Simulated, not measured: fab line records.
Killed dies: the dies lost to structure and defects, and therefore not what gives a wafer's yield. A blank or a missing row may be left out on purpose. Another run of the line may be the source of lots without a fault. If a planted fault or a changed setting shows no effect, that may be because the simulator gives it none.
fab line records    flow sky130
record lots=12  wafers=36  last-day=50
route steps=708 shown FIELD_ISO@3 SONOS_TUNNEL@161 SONOS_ONO@182 METAL5@670
lots that met no fault: taken from a fault-free run of the same line
start-h: hours from the record's opening day to when the first of the lot's shown wafers began    wait-h: time in hours since the lot's previous step    " repeats the value in the row above    L1.1+2: a row that stands for several wafers    - either no value or no given start    * or withheld: withheld    < > ~ a bound
route shown NAME@n: NAME is a module with steps in the file, n the number in the route of the first one    usual: mean/standard deviation of fault-free wafers    same: alike in all rows    chamber/n: place in a boat    sites: per-site readings    _std_site: how widely they spread, as a standard deviation    _edge_site: inner sites' mean taken away from outer sites' mean    radius-mm: for every site, how far away it sits from the centre of the wafer    mask NAME#n: copy n    behind: the most recent tool/chamber to have shaped the wafer    hold: what put the lot on hold/how long, in hours/how the hold closed    device: names the non-switching transistor (n, p or np)    end of line: at the end of the route, the tests of the same wafers    a step given without rows: its recipe and nothing more    killed: dies lost to structure and defects at the first sort, not the wafer's yield    map: per-die view of a wafer (x killed, . not killed, _ where there is no die)
set.NAME: the setting as run; set.NAME@STEP: as run at that earlier step    model.NAME: the simulator's own value behind a step, which no gauge read
the route's steps for a sample of lots (tables are steps, rows are wafers)
services: the hour from which a tool's chamber was out of use, counted from the record's first day as start-h (under 0 if before that day), plus the number of hours and why
## steps
# step SKY_FIELD_ISO_THK_MEAS_02
# recipe reads=SiO2_of_FIELD_ISO_OXIDATION_01
# usual FIELD_ISO_OXIDATION_00_THK=11.96/0.17
lot.wafer  tool           chamber  start-h  wait-h  FIELD_ISO_OXIDATION_00_THK[nm]
L983.1     film-metro-04  -        17.05    0.0     12.00
L983.3     "              -        "        "       11.81
L983.6     "              -        "        "       11.93
L984.1     film-metro-04  -        22.67    0.0     11.83
L984.3     "              -        "        "       11.92
L984.6     "              -        "        "       11.83
L986.4     film-metro-04  -        32.02    0.0     11.56
L986.5     "              -        "        "       11.83
L986.6     "              -        "        "       11.73
L988.1     film-metro-03  -        43.87    0.0     12.50
L988.4     "              -        "        "       12.05
L988.5     "              -        "        "       12.32
L990.2     film-metro-03  -        52.02    0.0     12.07
L990.5     "              -        "        "       12.17
L990.6     "              -        "        "       12.00
L991.2     film-metro-03  -        57.95    0.0     11.86
L991.4     "              -        "        "       11.83
L991.5     "              -        "        "       11.88
L993.1     film-metro-02  -        67.94    0.0     12.04
L993.2     "              -        "        "       11.91
L993.3     "              -        "        "       11.94
L994.3     film-metro-04  -        71.98    0.0     11.95
L994.5     "              -        "        "       11.92
L994.6     "              -        "        "       11.88
L995.2     film-metro-04  -        76.64    0.0     12.04
L995.3     "              -        "        "       12.03
L995.5     "              -        "        "       11.97
L101.2     film-metro-03  -        109.27   0.0     11.93
L101.3     "              -        "        "       11.90
L101.5     "              -        "        "       11.87
L104.2     film-metro-02  -        122.91   0.0     11.89
L104.3     "              -        "        "       11.85
L104.6     "              -        "        "       12.08
L105.2     film-metro-04  -        127.95   0.0     11.95
L105.3     "              -        "        "       12.02
L105.5     "              -        "        "       11.90
# step SKY_SONOS_TUNNEL_CD_MEAS_07
# recipe target-cd-nm=410
# usual cd-nm=409.5/2.7
lot.wafer  tool       chamber  start-h  wait-h  cd-nm
L983.1     cd-sem-02  -        255.96   0.2     412.0
L983.3     "          -        "        "       413.0
L983.6     "          -        "        "       413.5
L984.1     cd-sem-01  -        262.41   0.1     409.4
L984.3     "          -        "        "       409.0
L984.6     "          -        "        "       409.3
L986.4     cd-sem-02  -        273.97   0.1     405.0
L986.5     "          -        "        "       406.9
L986.6     "          -        "        "       404.1
L988.1     cd-sem-02  -        296.49   0.1     408.8
L988.4     "          -        "        "       410.6
L988.5     "          -        "        "       410.9
L990.2     cd-sem-02  -        305.22   0.1     407.7
L990.5     "          -        "        "       409.6
L990.6     "          -        "        "       410.2
L991.2     cd-sem-02  -        315.26   0.1     402.0
L991.4     "          -        "        "       403.1
L991.5     "          -        "        "       402.0
L993.1     cd-sem-02  -        332.60   0.1     409.1
L993.2     "          -        "        "       408.5
L993.3     "          -        "        "       408.1
L994.3     cd-sem-01  -        335.84   0.1     411.3
L994.5     "          -        "        "       407.8
L994.6     "          -        "        "       408.0
L995.2     cd-sem-01  -        345.46   0.1     411.8
L995.3     "          -        "        "       411.0
L995.5     "          -        "        "       411.7
L101.2     cd-sem-02  -        396.62   0.1     410.5
L101.3     "          -        "        "       409.8
L101.5     "          -        "        "       411.1
L104.2     cd-sem-02  -        416.71   0.1     410.5
L104.3     "          -        "        "       409.4
L104.6     "          -        "        "       413.9
L105.2     cd-sem-02  -        429.17   0.1     414.3
L105.3     "          -        "        "       411.5
L105.5     "          -        "        "       412.8
# step SKY_SONOS_ONO_OVL_MEAS_14
# usual SONOS_ONO_OVL=-0.1/1.4
lot.wafer  tool        chamber  start-h  wait-h  SONOS_ONO_OVL[nm]
L983.1     overlay-02  -        286.13   0.1     0.0
L983.3     "           -        "        "       -0.1
L983.6     "           -        "        "       0.8
L984.1     overlay-02  -        295.41   0.1     -1.6
L984.3     "           -        "        "       -1.7
L984.6     "           -        "        "       -1.7
L986.4     overlay-01  -        306.28   0.1     -0.9
L986.5     "           -        "        "       -0.7
L986.6     "           -        "        "       -2.4
L988.1     overlay-02  -        339.31   0.1     0.5
L988.4     "           -        "        "       1.6
L988.5     "           -        "        "       -1.8
L990.2     overlay-01  -        341.07   0.1     2.6
L990.5     "           -        "        "       0.2
L990.6     "           -        "        "       0.1
L991.2     overlay-01  -        348.99   0.1     1.2
L991.4     "           -        "        "       0.5
L991.5     "           -        "        "       2.5
L993.1     overlay-01  -        364.21   0.1     0.7
L993.2     "           -        "        "       -1.2
L993.3     "           -        "        "       1.6
L994.3     overlay-01  -        368.22   0.1     0.1
L994.5     "           -        "        "       -1.4
L994.6     "           -        "        "       0.5
L995.2     overlay-01  -        379.11   0.1     0.2
L995.3     "           -        "        "       1.3
L995.5     "           -        "        "       -1.0
L101.2     overlay-02  -        432.02   0.1     -0.5
L101.3     "           -        "        "       -0.3
L101.5     "           -        "        "       -1.4
L104.2     overlay-01  -        456.66   0.1     -1.6
L104.3     "           -        "        "       -0.6
L104.6     "           -        "        "       1.0
L105.2     overlay-02  -        466.62   0.1     -1.2
L105.3     "           -        "        "       0.4
L105.5     "           -        "        "       -1.5
# step SKY_METAL5_COAT_09
# recipe resist=NOVOLAK  spin-rpm=3000  resist-thk-nm=1800
# usual chill-plate-temp-C=23.01/0.098  spin-speed-rpm=3000.0/2.1
lot.wafer  tool            chamber  start-h  wait-h  chill-plate-temp-C  spin-speed-rpm
L983.1     litho-track-03  0        1021.20  0.1     23.06               2997.2
L983.3     "               0        "        "       23.02               2999.5
L983.6     "               0        "        "       23.03               2998.3
L984.1     litho-track-04  0        1026.89  0.1     23.10               3001.6
L984.3     "               0        "        "       23.06               3001.5
L984.6     "               0        "        "       22.98               3000.2
L986.4     litho-track-02  0        1037.69  0.1     23.12               3002.6
L986.5     "               0        "        "       23.10               3001.0
L986.6     "               0        "        "       23.04               2998.6
L988.1     litho-track-03  0        1061.30  0.1     22.98               3000.7
L988.4     "               0        "        "       23.13               3000.9
L988.5     "               0        "        "       23.14               3002.7
L990.2     litho-track-03  0        1068.43  0.1     22.90               3002.4
L990.5     "               0        "        "       23.04               3001.7
L990.6     "               0        "        "       22.99               3001.0
L991.2     litho-track-04  0        1072.96  0.1     23.02               2998.2
L991.4     "               0        "        "       23.01               2998.3
L991.5     "               0        "        "       22.90               2999.8
L993.1     litho-track-03  0        1082.65  0.1     23.24               3239.8
L993.2     "               0        "        "       22.99               3241.9
L993.3     "               0        "        "       23.03               3242.1
L994.3     litho-track-04  0        1088.94  0.1     22.94               2997.5
L994.5     "               0        "        "       23.09               3000.3
L994.6     "               0        "        "       22.92               2999.4
L995.2     litho-track-03  0        1096.43  0.1     23.04               3241.0
L995.3     "               0        "        "       22.95               3242.5
L995.5     "               0        "        "       23.06               3241.7
L101.2     litho-track-02  0        1132.19  0.1     22.98               3000.0
L101.3     "               0        "        "       22.99               2998.6
L101.5     "               0        "        "       23.02               3001.7
L104.2     litho-track-04  0        1143.91  0.1     23.19               3001.0
L104.3     "               0        "        "       23.05               3002.0
L104.6     "               0        "        "       23.07               3000.1
L105.2     litho-track-03  0        1152.58  0.1     23.08               3003.1
L105.3     "               0        "        "       23.01               3004.7
L105.5     "               0        "        "       23.05               3000.2
# step SKY_METAL5_STRIP_16
# recipe chemistry=O2/N2  power-w=1400  pressure-mtorr=1500  platen-temp-c=withheld  o2-flow-sccm=3000  n2-flow-sccm=300  overash-fraction=0.5
# usual drypump-motor-current-A=5.8/0.52  oes-product-au=0.711/0.0046  strip-time-to-endpoint-s=13.10/0.11
lot.wafer  tool             chamber  start-h  wait-h  drypump-motor-current-A  oes-product-au  rf-hours-counter-h  strip-time-to-endpoint-s
L983.1     plasma-asher-01  0        1032.96  0.2     5.7                      0.713           91                  12.95
L983.3     "                1        "        "       6.6                      0.714           -                   13.13
L983.6     "                1        "        "       6.6                      0.712           -                   12.99
L984.1     plasma-asher-01  1        1037.58  0.2     6.5                      0.710           92                  13.18
L984.3     "                1        "        "       6.5                      0.708           -                   13.14
L984.6     "                0        "        "       5.7                      0.712           -                   13.17
L986.4     plasma-asher-01  1        1049.77  0.1     6.5                      0.706           -                   13.00
L986.5     "                0        "        "       5.7                      0.704           -                   13.10
L986.6     "                1        "        "       6.5                      0.709           -                   13.11
L988.1     plasma-asher-01  1        1073.18  0.2     6.5                      0.708           96                  13.18
L988.4     "                1        "        "       6.5                      0.709           -                   13.22
L988.5     "                0        "        "       5.7                      0.714           -                   13.14
L990.2     plasma-asher-04  0        1079.12  0.2     6.3                      0.709           1                   13.12
L990.5     "                0        "        "       6.3                      0.711           -                   13.25
L990.6     "                1        "        "       5.2                      0.713           -                   13.08
L991.2     plasma-asher-04  1        1083.52  0.2     5.2                      0.702           2                   13.11
L991.4     "                1        "        "       5.2                      0.707           -                   13.23
L991.5     "                0        "        "       6.3                      0.711           -                   13.18
L993.1     plasma-asher-02  1        1093.32  0.2     5.5                      0.708           63                  12.53
L993.2     "                0        "        "       5.2                      0.705           63                  12.48
L993.3     "                0        "        "       5.2                      0.712           -                   12.55
L994.3     plasma-asher-04  1        1099.51  0.1     5.2                      0.711           -                   13.07
L994.5     "                0        "        "       6.2                      0.712           -                   13.08
L994.6     "                1        "        "       5.2                      0.706           -                   13.24
L995.2     plasma-asher-02  0        1106.32  0.2     5.2                      0.702           65                  12.49
L995.3     "                1        "        "       5.5                      0.713           -                   12.38
L995.5     "                0        "        "       5.2                      0.706           -                   12.28
L101.2     plasma-asher-01  1        1141.57  0.2     6.5                      0.716           103                 13.16
L101.3     "                1        "        "       6.5                      0.716           -                   13.13
L101.5     "                1        "        "       6.5                      0.717           -                   13.17
L104.2     plasma-asher-04  1        1153.03  0.2     5.2                      0.717           8                   13.07
L104.3     "                1        "        "       5.2                      0.715           -                   13.08
L104.6     "                1        "        "       5.2                      0.710           -                   12.97
L105.2     plasma-asher-01  1        1161.73  0.2     6.6                      0.710           105                 13.09
L105.3     "                0        "        "       5.7                      0.706           -                   13.06
L105.5     "                0        "        "       5.7                      0.711           -                   13.03
## services
tool             chamber  start-h  hours  kind
plasma-asher-04  -        1055.25  9.0    pm
plasma-asher-04  0        1055.25  9.0    vent-cycle
plasma-asher-04  1        1055.25  9.0    vent-cycle
plasma-asher-04  0        1064.25  -      clean
plasma-asher-04  1        1064.25  -      clean
plasma-asher-01  -        1113.85  0.9    repair
litho-track-02   -        1142.95  -      consumable-replace:filter
## key
first-sign step=SKY_METAL5_COAT_09  reading=spin-speed-rpm  direction=up  sigmas=99+  usual=3000.0  struck=3241.5
effect step=SKY_METAL5_STRIP_16  reading=strip-time-to-endpoint-s  direction=down  sigmas=5.8  usual=*  struck=*
met-at SKY_METAL5_COAT_09
struck-lots L993,L995
not-acting-at SKY_FIELD_ISO_THK_MEAS_02,SKY_SONOS_TUNNEL_CD_MEAS_07,SKY_SONOS_ONO_OVL_MEAS_14
onset-between 1068.43 1082.65
fault kind=process-parameter-drift  tool=litho-track-03  chamber=-  onset-h=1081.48  steps=SKY_METAL5_COAT_09  channel=spin-rpm  offset=241.76  shape=step  end-h=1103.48  acts-in=these-recipes-only  stated=3000
